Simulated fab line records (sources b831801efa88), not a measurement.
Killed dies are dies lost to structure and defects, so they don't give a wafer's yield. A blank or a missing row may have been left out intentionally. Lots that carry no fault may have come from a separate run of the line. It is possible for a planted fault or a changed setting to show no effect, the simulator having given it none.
Matching of chambers    flow gf180mcu    4 sister chambers for GF_V2_CMP_04 on cmp-02
The step polishes SiO2. 18 wafers are shown with their chamber, then 9 later ones without.

WAFERS, EACH WITH ITS CHAMBER
wafer   chamber  motor-current-A (A)  time-to-endpoint-s (s)
L695.1  2        11.3                 76
L695.3  3        11.0                 69
L695.4  1        11.9                 83
L696.4  2        10.9                 82
L696.5  2        11.1                 83
L696.6  3        11.4                 79
L697.2  3        12.1                 80
L697.3  2        10.7                 81
L697.4  1        11.9                 89
L698.1  3        12.3                 72
L698.2  0        10.2                 75
L698.6  1        12.0                 82
L700.1  1        12.5                 83
L700.3  0        10.5                 85
L700.6  2        11.3                 84
L704.1  3        12.0                 81
L704.5  0        10.3                 87
L704.6  3        11.6                 84

SIGNATURES (averages over the wafers above)
reading             chamber 0  chamber 1  chamber 2  chamber 3  scatter within a chamber
motor-current-A     10.333     12.075     11.060     11.733     0.355
time-to-endpoint-s  82.33      84.25      81.20      77.50      4.76
Rule: for each reading, subtract the chamber's mean from the wafer's reading, divide by that reading's scatter and square the result; add these up over the readings and take the root, which gives the wafer's distance from the chamber. If the next closest chamber is less than 2 further off than the closest, the wafer can't be placed; otherwise it belongs to the closest. How the scatter is found: for the shown wafers, subtract from each reading the mean of its chamber, square and add these, divide the total by (wafers less chambers), then take the root.

WAFERS WHOSE CHAMBER IS MISSING
wafer   motor-current-A (A)  time-to-endpoint-s (s)
L707.4  11.2                 86
L707.5  10.2                 80
L707.6  11.2                 81
L708.1  11.8                 77
L708.2  10.9                 70
L708.4  12.3                 71
L716.2  12.0                 75
L716.5  11.5                 85
L716.6  11.1                 83

WHICH CHAMBER EACH ONE RAN IN
wafer   from the rows above                in truth
L707.4  can't be placed: 2 or 3 or 1 or 0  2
L707.5  can't be placed: 0 or 2            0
L707.6  can't be placed: 2 or 3            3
L708.1  can't be placed: 3 or 1            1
L708.2  can't be placed: 2 or 3 or 0       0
L708.4  can't be placed: 3 or 1 or 2       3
L716.2  can't be placed: 3 or 1            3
L716.5  can't be placed: 2 or 1 or 3 or 0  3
L716.6  can't be placed: 2 or 3 or 0       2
Correctly placed: 0 of 9. Not placeable from these rows: 9 (in 9, the candidates include the true chamber). 0 placed wrongly.
